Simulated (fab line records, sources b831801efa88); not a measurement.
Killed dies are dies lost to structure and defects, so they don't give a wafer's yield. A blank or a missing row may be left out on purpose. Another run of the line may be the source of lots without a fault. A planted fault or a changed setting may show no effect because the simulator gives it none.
fab line records	flow sky130
record lots=13	wafers=39	last-day=50
route steps=708 shown FIELD_ISO@17 VT_ADJUST_LVTN@117 POLY_GATE@227 LDD_HVP@285 PAD_OPEN@708
lots with no fault: from the same line, run without faults
start-h: start of the lot's first displayed wafer, in hours after the record's first day	wait-h: time in hours since the lot's previous step	" as in the row above	L1.1+2: a single row standing in for several wafers	- either no value or no given start	* or withheld: withheld	< > ~ a bound
route shown NAME@n: a module of which the file shows steps, and the number in the route of the first	usual: average and standard deviation across the fault-free wafers	same: alike in all rows	chamber/n: place in a boat	sites: readings site by site	_std_site: the standard deviation of these	_edge_site: outer sites' mean less inner sites'	radius-mm: how far each site lies from the wafer's centre	mask NAME#n: copy n	behind: the most recent tool/chamber to have shaped the wafer	hold: the reason the lot was held/the length of the hold in hours/how it ended	device: which transistor (n, p or np) failed to switch	end of line: the route-end tests of the same wafers	a step without rows: its recipe alone	killed: the dies lost at the first sort to structure and to defects; this is not the yield of the wafer	map: per-die view of a wafer (x killed, . not killed, _ where there is no die)
set.NAME: the setting that was run; set.NAME@STEP: the one run at that earlier step	model.NAME: the simulator's own value behind a step, which no gauge read
route steps across a sampled set of lots; one table per step, one row per wafer
services: the hour from which a tool's chamber was out of use, counted from the record's first day as start-h (under 0 if before that day), plus the number of hours and why
## steps
# step SKY_FIELD_ISO_STRIP_16
# recipe chemistry=O2/N2	power-w=1400	pressure-mtorr=1500	platen-temp-c=withheld	o2-flow-sccm=3000	n2-flow-sccm=300	overash-fraction=0.5
# usual chamber-pressure-mTorr=1500.0/1.5	drypump-motor-current-A=5.9/0.32	oes-product-au=0.378/0.0044	strip-time-to-endpoint-s=3.55/0.035
lot.wafer	tool	chamber	start-h	wait-h	chamber-pressure-mTorr	drypump-motor-current-A	oes-product-au	rf-hours-counter-h	strip-time-to-endpoint-s
L270.2	plasma-asher-04	1	29.08	0.0	1499.8	6.1	0.378	35	3.54
L270.4	"	0	"	"	1500.6	6.0	0.369	-	3.50
L270.6	"	0	"	"	1497.3	6.0	0.382	-	3.54
L271.1	plasma-asher-03	0	34.41	0.0	1503.3	5.4	0.384	35	3.56
L271.2	"	1	"	"	1500.1	6.2	0.378	35	3.54
L271.5	"	0	"	"	1501.0	5.4	0.371	-	3.51
L273.2	plasma-asher-03	1	44.34	0.0	1497.5	6.1	0.381	36	3.54
L273.3	"	1	"	"	1499.5	6.1	0.373	-	3.49
L273.6	"	0	"	"	1501.6	5.4	0.379	-	3.57
L274.1	plasma-asher-04	1	49.94	0.0	1499.2	6.2	0.376	37	3.57
L274.5	"	1	"	"	1502.6	6.2	0.384	-	3.61
L274.6	"	0	"	"	1496.3	6.0	0.370	-	3.51
L277.3	plasma-asher-04	0	65.54	0.1	-	-	-	-	-
L277.5	"	1	"	"	-	-	-	-	-
L277.6	"	0	"	"	-	-	-	-	-
L278.1	plasma-asher-02	1	70.91	0.0	-	-	-	-	-
L278.4	"	0	"	"	-	-	-	-	-
L278.5	"	1	"	"	-	-	-	-	-
L280.1	plasma-asher-04	0	80.26	0.0	1498.3	6.0	0.380	40	3.52
L280.2	"	1	"	"	1501.3	6.2	0.378	40	3.51
L280.5	"	1	"	"	1501.1	6.2	0.381	-	3.52
L287.1	plasma-asher-02	1	119.83	0.0	1500.5	6.2	0.374	29	3.55
L287.5	"	1	"	"	1501.6	6.2	0.378	-	3.56
L287.6	"	0	"	"	1499.1	5.5	0.379	-	3.56
L288.2	plasma-asher-02	0	123.24	0.0	1501.5	5.6	0.373	30	3.51
L288.3	"	1	"	"	1498.9	6.3	0.378	-	3.52
L288.5	"	0	"	"	1501.0	5.5	0.379	-	3.54
L289.1	plasma-asher-03	1	127.48	0.0	1500.0	6.1	0.374	44	3.60
L289.2	"	0	"	"	1500.8	5.4	0.372	44	3.55
L289.4	"	0	"	"	1497.5	5.4	0.379	-	3.60
L291.3	plasma-asher-04	0	137.19	0.1	1502.5	6.0	0.373	-	3.51
L291.4	"	1	"	"	1498.4	6.2	0.375	-	3.49
L291.5	"	1	"	"	1496.2	6.2	0.376	-	3.46
L292.2	plasma-asher-02	0	144.24	0.0	1499.6	5.5	0.384	32	3.57
L292.4	"	1	"	"	1502.2	6.2	0.378	-	3.52
L292.5	"	1	"	"	1502.1	6.2	0.374	-	3.49
L293.1	plasma-asher-03	0	148.26	0.0	1501.5	5.4	0.375	46	3.59
L293.3	"	1	"	"	1498.5	6.1	0.376	-	3.58
L293.4	"	0	"	"	1500.4	5.4	0.379	-	3.54
# step SKY_VT_ADJUST_LVTN_STRIP_20
# recipe chemistry=O2/N2	power-w=1400	pressure-mtorr=1500	platen-temp-c=withheld	o2-flow-sccm=3000	n2-flow-sccm=300	overash-fraction=0.5
# usual chamber-pressure-mTorr=1500.1/1.2	drypump-motor-current-A=5.7/0.45	oes-product-au=0.716/0.0047	strip-time-to-endpoint-s=14.18/0.045
lot.wafer	tool	chamber	start-h	wait-h	chamber-pressure-mTorr	drypump-motor-current-A	oes-product-au	rf-hours-counter-h	strip-time-to-endpoint-s
L270.2	plasma-asher-01	1	160.45	0.1	1499.8	5.1	0.712	4	14.22
L270.4	"	1	"	"	1499.5	5.1	0.722	-	14.20
L270.6	"	1	"	"	1498.6	5.1	0.713	-	14.25
L271.1	plasma-asher-03	1	168.79	0.1	1500.7	6.2	0.715	48	14.12
L271.2	"	0	"	"	1500.3	5.4	0.722	48	14.10
L271.5	"	0	"	"	1500.2	5.4	0.714	-	14.06
L273.2	plasma-asher-02	0	181.41	0.1	1500.2	5.5	0.718	35	14.20
L273.3	"	1	"	"	1500.9	6.2	0.720	-	14.18
L273.6	"	0	"	"	1502.1	5.5	0.723	-	14.20
L274.1	plasma-asher-01	1	187.91	0.1	1498.6	5.1	0.716	7	14.20
L274.5	"	0	"	"	1500.7	6.1	0.710	-	14.19
L274.6	"	1	"	"	1500.5	5.1	0.716	-	14.20
L280.1	plasma-asher-01	1	235.70	0.1	1500.5	5.1	0.714	11	14.18
L280.2	"	0	"	"	1498.6	6.2	0.720	11	14.12
L280.5	"	0	"	"	1500.7	6.1	0.714	-	14.09
L287.1	plasma-asher-03	0	281.55	0.1	1500.7	5.4	0.716	59	14.20
L287.5	"	1	"	"	1500.4	6.1	0.707	-	14.18
L287.6	"	0	"	"	1500.0	5.4	0.707	-	14.20
L288.2	plasma-asher-02	1	281.61	0.1	1500.2	6.2	0.713	45	14.19
L288.3	"	1	"	"	1498.2	6.2	0.712	-	14.20
L288.5	"	0	"	"	1498.6	5.5	0.715	-	14.17
L289.1	plasma-asher-02	1	290.55	0.1	1497.8	6.2	0.715	46	14.25
L289.2	"	0	"	"	1498.9	5.6	0.713	46	14.28
L289.4	"	1	"	"	1502.5	6.2	0.714	-	14.26
L291.3	plasma-asher-03	1	302.73	0.1	1499.8	6.1	0.713	-	14.18
L291.4	"	0	"	"	1499.8	5.4	0.713	-	14.17
L291.5	"	1	"	"	1501.9	6.1	0.722	-	14.16
L292.2	plasma-asher-01	0	310.54	0.1	1498.8	6.2	0.723	19	14.12
L292.4	"	0	"	"	1500.8	6.2	0.719	-	14.12
L292.5	"	0	"	"	1500.3	6.2	0.705	-	14.12
L293.1	plasma-asher-03	1	327.49	0.1	1499.4	6.1	0.721	63	14.12
L293.3	"	1	"	"	1499.3	6.1	0.707	-	14.12
L293.4	"	0	"	"	1504.0	5.4	0.716	-	14.15
# step SKY_POLY_GATE_CD_MEAS_13
# recipe target-cd-nm=150
# usual cd-nm=150.1/1.2
lot.wafer	tool	chamber	start-h	wait-h	cd-nm
L270.2	cd-sem-02	-	365.73	-	152.4
L270.4	"	-	"	"	151.2
L270.6	"	-	"	"	152.3
L271.1	cd-sem-02	-	378.91	-	148.6
L271.2	"	-	"	"	149.2
L271.5	"	-	"	"	149.1
L273.2	cd-sem-02	-	400.69	-	148.1
L273.3	"	-	"	"	148.5
L273.6	"	-	"	"	149.7
L274.1	cd-sem-02	-	401.51	-	149.5
L274.5	"	-	"	"	149.5
L274.6	"	-	"	"	150.2
L280.1	cd-sem-01	-	488.01	-	151.1
L280.2	"	-	"	"	149.7
L280.5	"	-	"	"	150.8
L288.2	cd-sem-02	-	523.23	-	147.8
L288.3	"	-	"	"	151.0
L288.5	"	-	"	"	148.9
L287.1	cd-sem-01	-	524.16	-	149.8
L287.5	"	-	"	"	150.9
L287.6	"	-	"	"	150.2
L289.1	cd-sem-02	-	533.81	-	150.7
L289.2	"	-	"	"	150.2
L289.4	"	-	"	"	149.6
L291.3	cd-sem-02	-	553.86	-	150.8
L291.4	"	-	"	"	149.4
L291.5	"	-	"	"	150.3
L292.2	cd-sem-01	-	562.08	-	149.8
L292.4	"	-	"	"	152.2
L292.5	"	-	"	"	149.7
L293.1	cd-sem-01	-	588.91	-	149.6
L293.3	"	-	"	"	150.4
L293.4	"	-	"	"	151.1
# step SKY_LDD_HVP_OVL_MEAS_07
# usual LDD_HVP_OVL=-0.6/1.2
lot.wafer	tool	chamber	start-h	wait-h	LDD_HVP_OVL[nm]
L270.2	overlay-02	-	489.57	0.1	-0.1
L270.4	"	-	"	"	-0.9
L270.6	"	-	"	"	-2.4
L271.1	overlay-02	-	503.62	0.1	0.3
L271.2	"	-	"	"	-1.3
L271.5	"	-	"	"	0.5
L273.2	overlay-02	-	530.76	0.1	-2.0
L273.3	"	-	"	"	-1.0
L273.6	"	-	"	"	0.3
L274.1	overlay-01	-	531.01	0.1	-0.6
L274.5	"	-	"	"	0.1
L274.6	"	-	"	"	-1.9
L280.1	overlay-02	-	612.01	0.1	-1.5
L280.2	"	-	"	"	0.0
L280.5	"	-	"	"	0.5
L288.2	overlay-01	-	644.81	0.1	-0.8
L288.3	"	-	"	"	-0.8
L288.5	"	-	"	"	0.6
L287.1	overlay-01	-	645.96	0.1	-1.1
L287.5	"	-	"	"	0.8
L287.6	"	-	"	"	-1.8
L289.1	overlay-01	-	655.56	0.1	0.4
L289.2	"	-	"	"	0.5
L289.4	"	-	"	"	-0.4
L291.3	overlay-01	-	673.78	0.1	-1.7
L291.4	"	-	"	"	-1.6
L291.5	"	-	"	"	-0.8
L292.2	overlay-01	-	680.37	0.1	-0.5
L292.4	"	-	"	"	-0.1
L292.5	"	-	"	"	-0.4
L293.1	overlay-01	-	705.96	0.1	-0.3
L293.3	"	-	"	"	0.2
L293.4	"	-	"	"	0.6
# step SKY_PAD_OPEN_PROBE_99
# usual killed_at_M0_to_M3=43/6.5	killed_at_M4_up=3/1.7	killed-at-contacts=25/5.1	killed-at-front-end=15/3.8	killed-at-other=0.2/0.45	killed-dies=86/8.8	killed-on-rim=17/4	killed-open=47/6.7	killed-short=39/6
# same gross-dies=492	killed-at-back-side=0
lot.wafer	tool	chamber	start-h	wait-h	killed_at_M0_to_M3	killed_at_M4_up	killed-at-contacts	killed-at-front-end	killed-at-other	killed-dies	killed-on-rim	killed-open	killed-short
L271.1	prober-01	-	1082.93	0.1	39	1	24	12	0	76	17	44	32
L271.2	prober-01	-	1082.98	0.1	45	0	26	19	0	90	20	45	45
L271.5	prober-01	-	1083.13	0.2	46	1	24	9	0	80	16	51	29
L273.2	prober-01	-	1101.58	0.1	48	1	18	17	0	84	15	43	41
L273.3	prober-01	-	1101.63	0.2	51	4	19	13	0	87	19	45	42
L273.6	prober-01	-	1101.78	0.2	40	3	32	22	0	97	15	56	41
L277.3	prober-01	-	1124.35	0.2	50	1	28	413	0	492	96	47	43
L277.5	prober-01	-	1124.45	0.2	44	0	25	423	0	492	96	42	44
L277.6	prober-01	-	1124.50	0.2	48	1	22	421	0	492	96	49	32
L278.1	prober-02	-	1135.78	0.1	30	1	13	448	0	492	96	36	21
L278.4	prober-02	-	1135.93	0.2	40	3	15	434	0	492	96	41	30
L278.5	prober-02	-	1135.98	0.2	49	2	20	420	1	492	96	39	48
L280.1	prober-01	-	1154.99	0.1	48	3	29	17	0	97	29	62	35
L280.2	prober-01	-	1155.04	0.1	34	6	33	18	1	92	17	52	40
L280.5	prober-01	-	1155.19	0.2	46	3	22	15	0	86	23	41	45
L289.1	prober-01	-	1184.48	0.1	32	3	32	17	1	85	19	55	30
L289.2	prober-01	-	1184.53	0.1	42	2	33	10	0	87	20	45	42
L289.4	prober-01	-	1184.63	0.2	39	3	30	15	0	87	21	53	34
# killed by level:class
L271.1 VIA1:geometric-particle:open=13 CONTACT:geometric-particle:open=7 LI_CONTACT:geometric-particle:open=5 LI_CONTACT:geometric-particle:short=5 LOCAL_INTERCONNECT:geometric-particle:short=5 METAL1:geometric-particle:short=5 VIA3:geometric-particle:open=5 FIELD_ISO:geometric-particle:short=4
L271.2 CONTACT:geometric-particle:open=11 VIA1:geometric-particle:open=9 METAL1:geometric-particle:short=8 POLY_GATE:geometric-particle:short=7 LOCAL_INTERCONNECT:geometric-particle:short=7 VIA1:geometric-particle:short=6 VIA3:geometric-particle:open=6 VIA2:geometric-particle:open=6
L271.5 VIA1:geometric-particle:open=13 VIA3:geometric-particle:open=10 LOCAL_INTERCONNECT:geometric-particle:short=9 CONTACT:geometric-particle:open=8 VIA2:geometric-particle:open=6 LI_CONTACT:geometric-particle:open=6 VIA1:geometric-particle:short=4 METAL3:geometric-particle:short=3
L273.2 VIA1:geometric-particle:open=13 METAL2:geometric-particle:short=10 LI_CONTACT:geometric-particle:open=7 VIA1:geometric-particle:short=6 VIA2:geometric-particle:open=6 POLY_GATE:geometric-particle:open=5 VIA3:geometric-particle:open=5 LOCAL_INTERCONNECT:geometric-particle:short=4
L273.3 VIA1:geometric-particle:open=14 METAL1:geometric-particle:short=9 CONTACT:geometric-particle:open=8 FIELD_ISO:geometric-particle:short=6 VIA2:geometric-particle:open=6 METAL2:geometric-particle:short=6 VIA3:geometric-particle:open=5 LOCAL_INTERCONNECT:geometric-particle:short=4
L273.6 VIA1:geometric-particle:open=12 LI_CONTACT:geometric-particle:open=9 CONTACT:geometric-particle:open=8 FIELD_ISO:geometric-particle:open=6 POLY_GATE:geometric-particle:short=6 LOCAL_INTERCONNECT:geometric-particle:short=6 VIA1:geometric-particle:short=5 POLY_GATE:geometric-particle:open=4
L277.3 FIELD_ISO:area-oxidation=402 CONTACT:geometric-particle:open=16 VIA1:geometric-particle:open=7 VIA1:geometric-particle:short=6 METAL2:geometric-particle:short=5 METAL1:geometric-particle:short=5 VIA2:geometric-particle:open=5 VIA3:geometric-particle:open=5
L277.5 FIELD_ISO:area-oxidation=406 CONTACT:geometric-particle:open=12 VIA1:geometric-particle:short=7 VIA2:geometric-particle:open=6 METAL2:geometric-particle:short=6 FIELD_ISO:geometric-particle:short=5 LI_CONTACT:geometric-particle:open=5 METAL1:geometric-particle:short=5
L277.6 FIELD_ISO:area-oxidation=411 CONTACT:geometric-particle:open=13 VIA1:geometric-particle:open=12 VIA3:geometric-particle:open=8 VIA1:geometric-particle:short=6 METAL2:geometric-particle:short=6 FIELD_ISO:geometric-particle:open=5 VIA2:geometric-particle:open=5
L278.1 FIELD_ISO:area-oxidation=435 VIA3:geometric-particle:open=10 CONTACT:geometric-particle:open=6 FIELD_ISO:geometric-particle:short=5 LI_CONTACT:geometric-particle:open=5 VIA1:geometric-particle:open=5 VIA2:geometric-particle:open=4 POLY_GATE:geometric-particle:short=3
L278.4 FIELD_ISO:area-oxidation=421 VIA1:geometric-particle:open=10 VIA2:geometric-particle:open=6 CONTACT:geometric-particle:open=5 METAL2:geometric-particle:short=5 POLY_GATE:geometric-particle:open=4 CONTACT:geometric-particle:short=4 VIA1:geometric-particle:short=4
L278.5 FIELD_ISO:area-oxidation=405 VIA1:geometric-particle:open=9 CONTACT:geometric-particle:open=8 METAL1:geometric-particle:short=8 VIA3:geometric-particle:short=6 METAL2:geometric-particle:short=5 METAL3:geometric-particle:short=5 FIELD_ISO:geometric-particle:short=4
L280.1 CONTACT:geometric-particle:open=11 LI_CONTACT:geometric-particle:open=8 METAL1:geometric-particle:short=8 VIA1:geometric-particle:open=8 VIA3:geometric-particle:open=8 POLY_GATE:geometric-particle:open=7 VIA1:geometric-particle:short=6 METAL2:geometric-particle:short=5
L280.2 LI_CONTACT:geometric-particle:open=12 POLY_GATE:geometric-particle:open=6 VIA1:geometric-particle:open=6 CONTACT:geometric-particle:short=6 CONTACT:geometric-particle:open=6 METAL4:geometric-particle:short=5 VIA2:geometric-particle:open=5 VIA1:geometric-particle:short=5
L280.5 VIA1:geometric-particle:open=11 VIA2:geometric-particle:short=8 FIELD_ISO:geometric-particle:short=7 CONTACT:geometric-particle:open=7 VIA1:geometric-particle:short=6 LI_CONTACT:geometric-particle:open=5 VIA2:geometric-particle:open=5 LOCAL_INTERCONNECT:geometric-particle:short=4
L289.1 CONTACT:geometric-particle:open=12 LI_CONTACT:geometric-particle:open=11 FIELD_ISO:geometric-particle:open=7 VIA3:geometric-particle:open=7 LOCAL_INTERCONNECT:geometric-particle:short=6 VIA2:geometric-particle:open=5 FIELD_ISO:geometric-particle:short=4 VIA1:geometric-particle:short=4
L289.2 CONTACT:geometric-particle:open=12 VIA1:geometric-particle:open=9 LI_CONTACT:geometric-particle:open=8 METAL2:geometric-particle:short=7 VIA1:geometric-particle:short=6 CONTACT:geometric-particle:short=6 VIA3:geometric-particle:open=5 FIELD_ISO:geometric-particle:open=4
L289.4 VIA1:geometric-particle:open=14 LI_CONTACT:geometric-particle:open=10 CONTACT:geometric-particle:open=8 LI_CONTACT:geometric-particle:short=6 FIELD_ISO:geometric-particle:short=5 VIA3:geometric-particle:open=5 VIA2:geometric-particle:open=5 FIELD_ISO:geometric-particle:open=4
## services
tool	chamber	start-h	hours	kind
plasma-asher-01	-	81.46	1.4	repair
plasma-asher-01	-	108.84	9.0	pm
plasma-asher-01	0	108.84	9.0	vent-cycle
plasma-asher-01	1	108.84	9.0	vent-cycle
plasma-asher-01	0	117.84	-	clean
plasma-asher-01	1	117.84	-	clean
plasma-asher-02	-	157.74	0.5	repair
plasma-asher-04	-	158.32	2.1	repair
plasma-asher-03	-	293.36	4.1	repair
## key
first-sign step=SKY_FIELD_ISO_STRIP_16	reading=tool-record	direction=missing
effect step=SKY_PAD_OPEN_PROBE_99	reading=killed-at-front-end	direction=up	sigmas=99+	usual=15	struck=426
more-kills-born-at SKY_FIELD_ISO_OXIDATION_22@furnace-01=1261	SKY_FIELD_ISO_OXIDATION_22@furnace-02=1219
met-at SKY_FIELD_ISO_STRIP_16
struck-lots L277,L278
later-rows-left-out L277.3,L277.5,L277.6,L278.1,L278.4,L278.5
tester-left-out L277,L278
not-acting-at SKY_VT_ADJUST_LVTN_STRIP_20,SKY_POLY_GATE_CD_MEAS_13,SKY_LDD_HVP_OVL_MEAS_07
onset-between 49.94 65.54
fault kind=skipped-step-whole	tool=plasma-asher-02,plasma-asher-04	chamber=-	onset-h=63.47	steps=SKY_FIELD_ISO_STRIP_16	scope=struck-lots-only
# tester-left-out: of these lots the tester's yield and bins aren't shown, on N5 and GAA mostly nor the transistor test; their killed dies are dies lost to structure and defects alone, not to doping, threshold or leakage, so they don't give the yield
# later-rows-left-out: the simulator's readings of these wafers behind a module that went badly wrong aren't trusted and aren't shown, but for the sort
